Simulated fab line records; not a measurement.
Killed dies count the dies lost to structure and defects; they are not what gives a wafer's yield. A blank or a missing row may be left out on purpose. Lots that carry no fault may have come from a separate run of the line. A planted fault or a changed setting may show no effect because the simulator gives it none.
Code-filled problem report in 8D (eight disciplines) form :: flow sky130 :: the parts of the form that need people (team, actions taken, sign-off) are left out

1. THE ISSUE
Mean NWELL_2_TW at SKY_NWELL_TW_MEAS_26: 513.6 over 9 wafers in 3 lots; fault-free wafers: 495.2, standard deviation 2.9. That puts it +6.3 standard deviations away from the usual mean.
Earliest sighting: wafer L183.2 on film_metro-03 at day 7 01:29. The record holds 33 wafers of 11 lots with a number at this step. The rule behind "out" and "out of limits": a value lying over 4 standard deviations away from the usual mean. All remaining wafers that have a number are taken as sound.

2. WHAT IT IS; WHAT IT IS NOT
question: which readings at this step
is: NWELL_2_TW
is not: -

question: which lots
is: L183, L184, L186
is not: L180, L182, L190, L195, L196, L198, L200, L202

question: which wafers of those lots
is: all that have a number
is not: -

question: read on which gauges
is: film_metro-01, film_metro-03
is not: film_metro-02

question: when
is: from day 7 01:29
is not: up to then (6 sound wafers); but 18 sound wafers of L190, L195, L196, L198, L200, L202 came after

3. WHAT RULES OUT EACH SUSPECT
Counting: a tool at any process step up to the reading remains a suspect when it ran all the lots that are out and ran no sound lot after the first of those.
- the gauge at SKY_NWELL_TW_MEAS_26 is ruled out. The wafers that are out were read on 2 gauges (film_metro-01, film_metro-03).
- implanter-02 at SKY_NWELL_IMPLANT_24: ruled out as a lasting fault. Sound lots L200 ran on it after its first lot that is out, L183 (day 7 01:15).
Left after counting: nothing in the record.

4. THE CAUSE (what the simulator had put in)
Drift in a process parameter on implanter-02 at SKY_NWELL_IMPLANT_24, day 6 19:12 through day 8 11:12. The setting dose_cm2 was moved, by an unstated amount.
Counting ruled it out, wrongly: the rule takes a fault to strike every lot that its tool runs from its start on, and this one did not.

5. THE CHAIN OF EFFECTS, in route order
One row per reading whose mean, taken over the struck wafers that have a number, lies over 3 standard deviations from the usual. Scope: only readings with a usual standard deviation given in the record; hours: median across lots of the time from each lot's start at the first step in this table that gives one to its start at this step; sigmas: change in usual standard deviations.
hours: 0
step: SKY_NWELL_IMPLANT_24
reading: dose_ions_cm2
usual: 9.2e+12
on struck wafers: 1.0e+13
change: +1.0e+12
sigmas: +99 or more

hours: 0
step: SKY_NWELL_IMPLANT_24
reading: faraday_current_uA
usual: 52.0
on struck wafers: 57.5
change: +5.5
sigmas: +5.8

hours: 0
step: SKY_NWELL_TW_MEAS_26
reading: NWELL_2_TW
usual: 495.2
on struck wafers: 513.6
change: +18.4
sigmas: +6.3
Here are the process steps it includes:
- SKY_NWELL_IMPLANT_24

6. HOW IT WOULD HAVE BEEN CAUGHT EARLIER
The first out-of-limits reading at a measuring or inspecting step in this record came at day 7 01:29, 6 hours after the fault's start at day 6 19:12.
Tool's own readings at SKY_NWELL_IMPLANT_24, dose_ions_cm2, faraday_current_uA: out on all struck wafers the step has rows for; an alarm limit on them would have tripped on the first.
